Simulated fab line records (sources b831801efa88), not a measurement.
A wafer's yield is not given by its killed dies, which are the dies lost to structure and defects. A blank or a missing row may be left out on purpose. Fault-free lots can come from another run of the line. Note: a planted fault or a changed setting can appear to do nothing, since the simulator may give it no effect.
Struck lot and sound lot, side by side || flow sky130 || 18 out of 708 route steps
Sound: wafers L693.1, L693.4, L693.5. Wafers L707.2, L707.4, L707.5 were the ones struck. Last of all comes the cause.
Per side, at each step with rows, come the tool, then ch with its chambers, and then its first start. Under that, the readings that differ: sound wafers || struck wafers || difference of the means || sigmas: that difference in standard deviations of wafers without a fault.
alike: readings with means less than 2 such deviations apart, plus words and numbers identical on both sides. not compared: withheld readings, readings lacking a value on some wafer, bounds such as >300 that could conceal the same value, and numbers that have no deviation in the record and whose values overlap.
Wherever a step has rows on one side only, a row that says differs or no value, or a row with sigmas, the two part there. Numbers that have no deviation but don't overlap get no sigmas and don't part them. A reading missing from all wafers of one side parts the sides only when that side holds two or more wafers.

first, 1 step without rows for these wafers: SKY_VT_ADJUST_PCH_IMPLANT_08.
SKY_VT_ADJUST_PCH_STRIP_09: strips in O2/N2.
  sound on plasma asher-01 ch 0,1, day 11 11:55; struck on plasma asher-02 ch 0,1, day 15 19:28
  alike: drypump motor current A, oes product au, strip time to endpoint s
  not compared: rf hours counter h
SKY_VT_ADJUST_PCH_TW_MEAS_10:
  sound on film metro-02, day 11 12:01; struck on film metro-04, day 15 19:34
  alike: VT_ADJUST_PCH_TW
then, 7 steps without rows for these wafers: SKY_SONOS_TUNNEL_DEHYDRATE_00 (time 60 s); SKY_SONOS_TUNNEL_HMDS_01 (prime time 60 s); SKY_SONOS_TUNNEL_COAT_02 (resist thk 1140 nm); SKY_SONOS_TUNNEL_SOFTBAKE_03 (time 60 s); SKY_SONOS_TUNNEL_EXPOSE_04 (exposes mask TUNM, target cd 410 nm); SKY_SONOS_TUNNEL_PEB_05; SKY_SONOS_TUNNEL_DEVELOP_06 (develop time 60 s).
SKY_SONOS_TUNNEL_CD_MEAS_07: target cd 410 nm.
  sound on cd sem-01, day 12 11:55; struck on cd sem-01, day 16 23:33
  alike: cd nm
SKY_SONOS_TUNNEL_OVL_MEAS_08:
  sound on overlay-01, day 12 12:02; struck on overlay-01, day 16 23:39
  alike: SONOS_TUNNEL_OVL
SKY_SONOS_TUNNEL_IMPLANT_09:
  sound on implanter-04 ch 0, day 12 12:04; struck on implanter-03 ch 0, day 16 23:43
{"reading": "dose ions cm2", "sound": "9.977e+11 9.993e+11 9.992e+11", "struck": "1.6139e+12 1.6129e+12 1.6123e+12", "difference": "+6.1430e+11", "sigmas": "+99 or more"}
{"reading": "faraday current uA", "sound": "5.69 5.62 5.60", "struck": "9.12 8.83 9.00", "difference": "+3.35", "sigmas": "+30"}
then, 2 steps without rows for these wafers: SKY_SONOS_TUNNEL_WET_ETCH_10 (etches SiO2 in dHF, target depth 14 nm, time 280 s); SKY_SONOS_TUNNEL_STRIP_11 (strips in SPM, time 600 s).
SKY_SONOS_TUNNEL_TW_MEAS_12:
  sound on film metro-04, day 12 12:29; struck on film metro-04, day 17 00:08
{"reading": "SONOS_TUNNEL_TW", "sound": "197.7 197.7 197.1", "struck": "223.6 225.0 224.8", "difference": "+27.0", "sigmas": "+21"}
then, 1 step without rows for these wafers: SKY_SONOS_TUNNEL_CLEAN_13 (cleans in dHF, time 20 s).
-- the record jumps here: 33 days lie between the struck wafers' starts before and after (it left off in module SONOS_TUNNEL and takes up again in module PAD_OPEN, whose first step shown is number 708 of the route) --
SKY_PAD_OPEN_PROBE_99:
  sound on prober-02, day 46 21:56; struck on prober-01, day 49 17:04
{"reading": "killed dies", "sound": "112 82 89", "struck": "79 69 79", "difference": -19, "sigmas": -2}
{"reading": "killed short", "sound": "48 45 46", "struck": "31 31 36", "difference": -14, "sigmas": -2}
{"reading": "model.etest.tip sonos.rs ohm sq", "sound": "2668 2624 2583", "struck": "2737 2779 2794", "difference": "+145", "sigmas": ""}
{"reading": "model.etest.sonos uncharged.r on ohm um", "sound": "814.3 815.5 803.6", "struck": "856.2 841.7 851.7", "difference": "+38.7", "sigmas": ""}
{"reading": "model.etest.sonos baked.vt v (V)", "sound": "0.9203 0.9459 0.9276", "struck": "1.112 1.097 1.093", "difference": "+0.169", "sigmas": ""}
{"reading": "model.etest.sonos programmed.vt v (V)", "sound": "1.455 1.484 1.468", "struck": "1.607 1.545 1.593", "difference": "+0.113", "sigmas": ""}
{"reading": "model.etest.sonos uncharged.vt v (V)", "sound": "-0.4321 -0.4291 -0.4428", "struck": "-0.3084 -0.3066 -0.2768", "difference": "+0.1374", "sigmas": ""}
{"reading": "model.etest.sonos erased.vt v (V)", "sound": "-2.311 -2.274 -2.291", "struck": "-2.108 -2.054 -2.122", "difference": "+0.197", "sigmas": ""}
  alike: killed_at_M0_to_M3, killed_at_M4_up, killed at contacts, killed at front end, killed at other, killed open

## WHERE THEY PART
Earliest at SKY_SONOS_TUNNEL_IMPLANT_09; latest, in this record, at SKY_PAD_OPEN_PROBE_99.

WHY: what the simulator had put in
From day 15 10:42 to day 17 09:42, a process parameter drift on implanter-03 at SKY_SONOS_TUNNEL_IMPLANT_09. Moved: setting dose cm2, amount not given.
